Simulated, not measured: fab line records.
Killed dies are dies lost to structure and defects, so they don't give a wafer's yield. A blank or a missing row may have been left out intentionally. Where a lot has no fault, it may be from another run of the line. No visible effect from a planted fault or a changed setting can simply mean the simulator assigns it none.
The tool behind it: which one? | flow gf180mcu | 13 lots, 39 wafers sampled, at 1 step of a route of 602

== WHAT THE GAUGES READ, wafer by wafer ==
GF_NWELL_TW_MEAS_11. Usual: NWELL_TW gives 1575 (standard deviation 14).
lot  | measured    | on            | NWELL_TW       | flag
L306 | day 3 07:18 | film_metro-01 | 1576 1575 1568 |
L307 | day 3 15:35 | film_metro-04 | 1591 1602 1579 |
L308 | day 3 17:29 | film_metro-03 | 1563 1560 1570 |
L310 | day 4 07:35 | film_metro-04 | 1593 1587 1580 |
L312 | day 4 15:57 | film_metro-01 | 1560 1555 1562 |
L313 | day 4 22:56 | film_metro-01 | 1569 1567 1557 |
L315 | day 5 08:33 | film_metro-01 | 1559 1559 1570 |
L316 | day 5 15:14 | film_metro-03 | 1569 1573 1564 |
L318 | day 6 00:17 | film_metro-04 | 1593 1584 1585 |
L323 | day 7 06:34 | film_metro-03 | 1559 1567 1567 |
L324 | day 7 10:19 | film_metro-04 | 1596 1596 1597 |
L327 | day 8 02:37 | film_metro-04 | 1595 1587 1586 |
L329 | day 8 17:53 | film_metro-04 | 1582 1593 1595 |

== WHICH TOOL RAN EACH LOT (tool, then ch and the chambers of the sampled wafers, then the start) ==
Before these readings, the record contains no process step.

== WHAT THE TOOLS THEMSELVES READ (means of the sampled wafers that have a number; where no wafer has one, the mark that the record gives instead) ==
The record holds no such reading with a usual standard deviation.

== THE ANSWER, worked out from the rows above alone ==
Rule: a lot is off if the mean of its wafers that have a number lies more than 3 standard deviations from the usual mean. A lot without any number at a reading at which 4 lots or more have one is off too. All remaining lots with rows at the step are treated as sound. Order of review: gauges by route order, followed by the tools' own readings, for which a lot's mean as printed above is used. At the first step where some lot is off, the reading lying furthest off is the one used; lots without a number count as furthest.
Across all readings shown, no lot is off: no conclusion can be drawn from this.

== WHAT THE SIMULATOR HAD INSERTED ==
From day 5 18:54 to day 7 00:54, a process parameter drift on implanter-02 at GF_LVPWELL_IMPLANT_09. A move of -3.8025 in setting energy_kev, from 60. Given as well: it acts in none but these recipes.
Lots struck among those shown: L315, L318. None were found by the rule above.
